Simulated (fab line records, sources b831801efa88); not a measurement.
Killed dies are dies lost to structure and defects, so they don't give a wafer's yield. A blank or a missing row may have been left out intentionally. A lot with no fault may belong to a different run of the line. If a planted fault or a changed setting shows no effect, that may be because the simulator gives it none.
One fault through the eyes of 2 desks / flow sfq line / what lay behind the numbers comes last; until then each desk has only its own

== FROM THE METROLOGY DESK ==
Lot by lot, what the gauges showed, no matter which tool ran the lot: averages of those sampled wafers that carry a number. If a lot's mean is further than 4 standard deviations from the usual mean, the lot is out of limits and carries the mark OUT (the distance appears in the brackets).
Columns: A = M5_OVL at SFQ_M5_OVL_MEAS_932, usual 6 nm
lot=L296; first seen here=day 51 20:25; A=-4
lot=L312; first seen here=day 58 11:40; A=8
lot=L314; first seen here=day 64 09:36; A=5
lot=L315; first seen here=day 64 23:48; A=-4
lot=L316; first seen here=day 65 02:11; A=10
This desk found nothing out of limits on any of the 5 lots.

== THE TOOL OWNER'S DESK: pvd sputter-05 ==
The tool's own readings at SFQ_TRILAYER_R5_DEP_SPUTTER_132 (material Ti, target thk 5 nm, time 5 s): means of the sampled wafers that have a number, for each lot that ran on this tool. If a lot's mean is further than 4 standard deviations from the usual mean, the lot is out of limits and carries the mark OUT (the distance appears in the brackets).
Columns: A = throttle valve pct at SFQ_TRILAYER_R5_DEP_SPUTTER_132, usual 30.3 %
lot=L296; first seen here=day 52 04:06; A=30.8
lot=L312; first seen here=day 58 19:14; A=30.7
lot=L315; first seen here=day 65 05:56; A=30.5
lot=L316; first seen here=day 65 10:40; A=30.4
This desk found nothing out of limits on any of the 4 lots.

== TAKEN TOGETHER ==
At the metrology desk, nothing out of limits was observed.
The desk of the tool owner found nothing out of limits.

== WHAT HAD BEEN PUT IN BY THE SIMULATOR ==
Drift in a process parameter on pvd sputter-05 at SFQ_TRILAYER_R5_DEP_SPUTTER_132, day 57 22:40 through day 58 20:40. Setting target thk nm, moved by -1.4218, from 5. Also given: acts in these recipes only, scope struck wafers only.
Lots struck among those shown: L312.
